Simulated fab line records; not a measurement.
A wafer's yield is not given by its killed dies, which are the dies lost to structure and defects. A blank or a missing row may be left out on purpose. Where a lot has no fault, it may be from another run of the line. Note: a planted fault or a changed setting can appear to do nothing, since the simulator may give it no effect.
Matching of chambers -- flow gf180mcu -- pecvd-02 running GF_V4_CVD_02: 3 sister chambers
The step deposits SiO2 from TEOS, target thk 850 nm, time 94.851 s. 6 wafers are shown with their chamber, then 7 later ones without.

## WAFERS, EACH WITH ITS CHAMBER
wafer,chamber,heaterPowerW (W)
L566.4,2,630
L568.6,0,505
L570.5,1,532
L570.6,0,591
L574.1,1,650
L574.2,2,665

## WAFERS MISSING THEIR CHAMBER
wafer,heaterPowerW (W)
L574.4,508
L577.2,571
L577.4,611
L577.6,557
L578.2,625
L578.5,511
L578.6,665

## WHICH CHAMBER EACH ONE RAN IN
wafer,from the rows above,in truth
L574.4,can't be placed: 0 or 1 or 2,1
L577.2,can't be placed: 1 or 0 or 2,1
L577.4,can't be placed: 1 or 2 or 0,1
L577.6,can't be placed: 0 or 1 or 2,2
L578.2,can't be placed: 2 or 1 or 0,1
L578.5,can't be placed: 0 or 1 or 2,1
L578.6,can't be placed: 2 or 1 or 0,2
Placed correctly: 0 of 7. Cannot be placed on the basis of these rows: 7; the candidates contain the true chamber in 7. Number placed wrongly: 0.
How it was worked out, from the rows above alone: a wafer's distance from a chamber is the root of the sum, over the readings, of the square of ((its reading less the chamber's mean) divided by the reading's scatter). The wafer belongs to the nearest chamber; if the next one is less than 2 further off, it can't be placed. A chamber's mean is the mean of its shown wafers. The scatter: take each reading less its chamber's mean, square it, sum over the shown wafers, divide by the number of wafers less the number of chambers, and take the root.
